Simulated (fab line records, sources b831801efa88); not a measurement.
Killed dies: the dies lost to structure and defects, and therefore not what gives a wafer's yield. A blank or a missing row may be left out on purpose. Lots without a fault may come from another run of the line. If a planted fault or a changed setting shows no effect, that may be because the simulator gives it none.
Which tool did it? || flow gf180mcu || 42 wafers from 14 lots sampled at 3 of the route's 602 steps

WHAT THE GAUGES SHOWED, per wafer
GF_VT_IMPLANT_RS_MEAS_48: measurement is done with a four-point probe.
{"lot": "L216", "measured": "day 7 11:32", "on": "film-metro-02", "LVPWELL_RS (ohm/sq)": "1191 1195 1193"}
{"lot": "L217", "measured": "day 7 18:08", "on": "film-metro-02", "LVPWELL_RS (ohm/sq)": "1197 1199 1197"}
{"lot": "L218", "measured": "day 8 03:10", "on": "film-metro-04", "LVPWELL_RS (ohm/sq)": "1195 1198 1198"}
{"lot": "L219", "measured": "day 8 10:11", "on": "film-metro-03", "LVPWELL_RS (ohm/sq)": "1200 1201 1197"}
{"lot": "L226", "measured": "day 10 09:19", "on": "film-metro-04", "LVPWELL_RS (ohm/sq)": "1171 1170 1170"}
{"lot": "L227", "measured": "day 10 18:03", "on": "film-metro-04", "LVPWELL_RS (ohm/sq)": "1167 1168 1169"}
{"lot": "L228", "measured": "day 11 00:46", "on": "film-metro-04", "LVPWELL_RS (ohm/sq)": "1173 1174 1171"}
{"lot": "L230", "measured": "day 11 12:13", "on": "film-metro-02", "LVPWELL_RS (ohm/sq)": "1199 1200 1202"}
{"lot": "L231", "measured": "day 11 17:32", "on": "film-metro-02", "LVPWELL_RS (ohm/sq)": "1198 1199 1199"}
{"lot": "L232", "measured": "day 12 00:41", "on": "film-metro-02", "LVPWELL_RS (ohm/sq)": "1193 1191 1191"}
{"lot": "L234", "measured": "day 12 14:29", "on": "film-metro-03", "LVPWELL_RS (ohm/sq)": "1195 1194 1197"}
{"lot": "L235", "measured": "day 12 22:31", "on": "film-metro-04", "LVPWELL_RS (ohm/sq)": "1195 1198 1199"}
{"lot": "L238", "measured": "day 13 14:50", "on": "film-metro-02", "LVPWELL_RS (ohm/sq)": "1193 1194 1193"}
{"lot": "L239", "measured": "day 13 23:01", "on": "film-metro-03", "LVPWELL_RS (ohm/sq)": "1200 1205 1202"}

GF_POLY_GATE_THK_MEAS_01.
{"lot": "L216", "measured": "day 8 09:46", "on": "film-metro-02", "POLY_GATE_CVD_00_THK (nm)": "202.4 201.8 200.2"}
{"lot": "L217", "measured": "day 8 16:14", "on": "film-metro-02", "POLY_GATE_CVD_00_THK (nm)": "198.7 198.3 197.6"}
{"lot": "L218", "measured": "day 9 03:19", "on": "film-metro-01", "POLY_GATE_CVD_00_THK (nm)": "202.3 201.9 201.6"}
{"lot": "L219", "measured": "day 9 08:39", "on": "film-metro-04", "POLY_GATE_CVD_00_THK (nm)": "200.4 201.6 203.4"}
{"lot": "L226", "measured": "day 11 08:51", "on": "film-metro-02", "POLY_GATE_CVD_00_THK (nm)": "200.4 200.2 201.6"}
{"lot": "L227", "measured": "day 11 18:22", "on": "film-metro-04", "POLY_GATE_CVD_00_THK (nm)": "201.6 200.4 200.8"}
{"lot": "L228", "measured": "day 12 05:12", "on": "film-metro-01", "POLY_GATE_CVD_00_THK (nm)": "198.2 198.2 198.2"}
{"lot": "L230", "measured": "day 12 14:51", "on": "film-metro-04", "POLY_GATE_CVD_00_THK (nm)": "200.9 198.4 201.1"}
{"lot": "L231", "measured": "day 13 03:10", "on": "film-metro-04", "POLY_GATE_CVD_00_THK (nm)": "198.2 199.4 198.0"}
{"lot": "L232", "measured": "day 13 11:20", "on": "film-metro-01", "POLY_GATE_CVD_00_THK (nm)": "197.3 197.1 198.1"}
{"lot": "L234", "measured": "day 13 22:20", "on": "film-metro-01", "POLY_GATE_CVD_00_THK (nm)": "200.1 201.9 201.5"}
{"lot": "L235", "measured": "day 14 05:28", "on": "film-metro-04", "POLY_GATE_CVD_00_THK (nm)": "199.8 200.0 200.3"}
{"lot": "L238", "measured": "day 14 22:12", "on": "film-metro-04", "POLY_GATE_CVD_00_THK (nm)": "199.7 199.5 199.4"}
{"lot": "L239", "measured": "day 15 07:10", "on": "film-metro-01", "POLY_GATE_CVD_00_THK (nm)": "199.4 201.9 200.6"}

TOOL THAT RAN EACH LOT (tool first, then ch and the chambers of the sampled wafers, then the start)
{"lot": "L216", "GF_LVPWELL_IMPLANT_08": "implanter-02 ch 0, day 3 19:57"}
{"lot": "L217", "GF_LVPWELL_IMPLANT_08": "implanter-02 ch 0, day 4 00:34"}
{"lot": "L218", "GF_LVPWELL_IMPLANT_08": "implanter-01 ch 0, day 4 07:54"}
{"lot": "L219", "GF_LVPWELL_IMPLANT_08": "implanter-02 ch 0, day 4 13:41"}
{"lot": "L226", "GF_LVPWELL_IMPLANT_08": "implanter-02 ch 0, day 6 04:15"}
{"lot": "L227", "GF_LVPWELL_IMPLANT_08": "implanter-02 ch 0, day 6 11:20"}
{"lot": "L228", "GF_LVPWELL_IMPLANT_08": "implanter-02 ch 0, day 6 18:19"}
{"lot": "L230", "GF_LVPWELL_IMPLANT_08": "implanter-01 ch 0, day 7 04:17"}
{"lot": "L231", "GF_LVPWELL_IMPLANT_08": "implanter-04 ch 0, day 7 08:47"}
{"lot": "L232", "GF_LVPWELL_IMPLANT_08": "implanter-04 ch 0, day 7 13:35"}
{"lot": "L234", "GF_LVPWELL_IMPLANT_08": "implanter-01 ch 0, day 8 02:54"}
{"lot": "L235", "GF_LVPWELL_IMPLANT_08": "implanter-04 ch 0, day 8 08:14"}
{"lot": "L238", "GF_LVPWELL_IMPLANT_08": "implanter-04 ch 0, day 9 00:47"}
{"lot": "L239", "GF_LVPWELL_IMPLANT_08": "implanter-04 ch 0, day 9 06:50"}
- GF_LVPWELL_IMPLANT_08

AS READ BY THE TOOLS THEMSELVES (means over the sampled wafers that have a number; for cases with no such wafer, the mark the record gives instead)
GF_LVPWELL_IMPLANT_08.
{"lot": "L216", "tool": "implanter-02", "beam-energy-keV": 169.99}
{"lot": "L217", "tool": "implanter-02", "beam-energy-keV": 170.05}
{"lot": "L218", "tool": "implanter-01", "beam-energy-keV": 169.99}
{"lot": "L219", "tool": "implanter-02", "beam-energy-keV": 170.05}
{"lot": "L226", "tool": "implanter-02", "beam-energy-keV": 193.41}
{"lot": "L227", "tool": "implanter-02", "beam-energy-keV": 193.34}
{"lot": "L228", "tool": "implanter-02", "beam-energy-keV": 193.33}
{"lot": "L230", "tool": "implanter-01", "beam-energy-keV": 169.98}
{"lot": "L231", "tool": "implanter-04", "beam-energy-keV": 169.99}
{"lot": "L232", "tool": "implanter-04", "beam-energy-keV": 169.98}
{"lot": "L234", "tool": "implanter-01", "beam-energy-keV": 169.97}
{"lot": "L235", "tool": "implanter-04", "beam-energy-keV": 170.11}
{"lot": "L238", "tool": "implanter-04", "beam-energy-keV": 170.00}
{"lot": "L239", "tool": "implanter-04", "beam-energy-keV": 170.06}

THE ANSWER, worked out from the rows above alone
Rule: the lots themselves supply what counts as usual. Put in order of their means at a reading, lots are off if they are a third of the lots or fewer, leave a main group of 4 or more, and stand apart from it by a gap of 3 or more times the standard deviation of the main group's means; of several such gaps the widest counts. If all means in a main group match to the digits the tables above print for the reading, that group is not used. A lot without any number at a reading at which 4 lots or more have one is off too. All remaining lots with rows at the step are treated as sound. First the gauges in route order, then the tools' own readings, where a lot's mean is used as printed above. At the first step where some lot is off, the reading lying furthest off is the one used; lots without a number count as furthest.
Off: L226, L227, L228, seen at GF_VT_IMPLANT_RS_MEAS_48 (LVPWELL_RS). For the main group the mean is 1197 ohm/sq and the standard deviation 3.1.
A tool fits if, at a process step before that reading, it ran every lot that is off, and no sound lot after the first of them. The gauges at GF_VT_IMPLANT_RS_MEAS_48 aren't tried: what is off there is off at GF_LVPWELL_IMPLANT_08 too, on other tools, and a gauge's error can't cause that. One candidate fits, namely implanter-02 at GF_LVPWELL_IMPLANT_08. Its last sound lot is L219 (day 4 13:41), its first lot that is off L226 (day 6 04:15): a fault that began between those two fits.
The tool's own readings at GF_LVPWELL_IMPLANT_08 bear it out: on the lots that are off they differ by more than 5 times the standard deviation of the sound lots' means. beam-energy-keV reads 193.36 there against 170.02 on the sound lots.

WHAT THE SIMULATOR HAD INSERTED
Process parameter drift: implanter-02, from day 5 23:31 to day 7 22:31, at GF_LVPWELL_IMPLANT_08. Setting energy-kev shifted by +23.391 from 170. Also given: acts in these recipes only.
Shown lots that were struck: L226, L227, L228. This agrees with what the rule above found.
